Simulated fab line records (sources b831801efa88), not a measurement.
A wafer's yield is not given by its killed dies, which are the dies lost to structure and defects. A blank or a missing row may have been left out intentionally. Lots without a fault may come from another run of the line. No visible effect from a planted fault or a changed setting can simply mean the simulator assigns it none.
Which tool is to blame? :: flow sfq_line :: Sampling: 7 lots, 21 wafers, 2 of 325 route steps

WHAT THE GAUGES SHOWED, per wafer
SFQ_R5_OVL_MEAS_935.
lot: L970
measured: day 55 17:14
on: overlay-02
R5_OVL (nm): -8 -9 -2

lot: L972
measured: day 56 06:33
on: overlay-02
R5_OVL (nm): -1 1 1

lot: L974
measured: day 56 13:37
on: overlay-01
R5_OVL (nm): 4 4 -5

lot: L985
measured: day 67 14:43
on: overlay-01
R5_OVL (nm): 165 165 159

lot: L988
measured: day 69 12:47
on: overlay-02
R5_OVL (nm): -2 3 -1

lot: L990
measured: day 70 00:31
on: overlay-02
R5_OVL (nm): 6 5 3

lot: L992
measured: day 70 13:14
on: overlay-02
R5_OVL (nm): 11 10 10

WHICH TOOL RAN EACH LOT (tool, then ch and the chambers of the sampled wafers, then the start)
lot: L970
SFQ_TRILAYER_R5_LITHO_EXPOSE_137: krf_scanner-01 ch 0, day 55 15:44

lot: L972
SFQ_TRILAYER_R5_LITHO_EXPOSE_137: krf_scanner-02 ch 0, day 56 05:03

lot: L974
SFQ_TRILAYER_R5_LITHO_EXPOSE_137: krf_scanner-01 ch 0, day 56 12:07

lot: L985
SFQ_TRILAYER_R5_LITHO_EXPOSE_137: krf_scanner-01 ch 0, day 67 13:25

lot: L988
SFQ_TRILAYER_R5_LITHO_EXPOSE_137: krf_scanner-02 ch 0, day 69 11:17

lot: L990
SFQ_TRILAYER_R5_LITHO_EXPOSE_137: krf_scanner-02 ch 0, day 69 23:01

lot: L992
SFQ_TRILAYER_R5_LITHO_EXPOSE_137: krf_scanner-02 ch 0, day 70 11:56
- SFQ_TRILAYER_R5_LITHO_EXPOSE_137: exposes mask R5, target cd 500 nm.

THE ANSWER, worked out from the rows above alone
Rule: usual is defined by the lots themselves. The widest of any qualifying gaps counts: lots, ordered by their means at a reading, are off when they make up no more than a third of the lots, leave a main group of 4 or more, and stand apart from it by 3 or more times the standard deviation of that group's means. A main group is skipped when, at the precision printed for the reading in the tables above, its means are all equal. A lot without any number at a reading at which 4 lots or more have one is off too. The other lots that the step has rows for count as sound.
Off: L985, seen at SFQ_R5_OVL_MEAS_935 (R5_OVL). Mean 2 nm and standard deviation 5.1 in the main group.
If a tool, at a process step before that reading, ran all the lots that are off and no sound lot after the first of them, it fits. Those tools and the gauges at SFQ_R5_OVL_MEAS_935 are tried in the same way. Undecided on this evidence; 2 tools fit (krf_scanner-01 at SFQ_TRILAYER_R5_LITHO_EXPOSE_137, overlay-01 at SFQ_R5_OVL_MEAS_935).

WHAT THE SIMULATOR HAD PUT IN
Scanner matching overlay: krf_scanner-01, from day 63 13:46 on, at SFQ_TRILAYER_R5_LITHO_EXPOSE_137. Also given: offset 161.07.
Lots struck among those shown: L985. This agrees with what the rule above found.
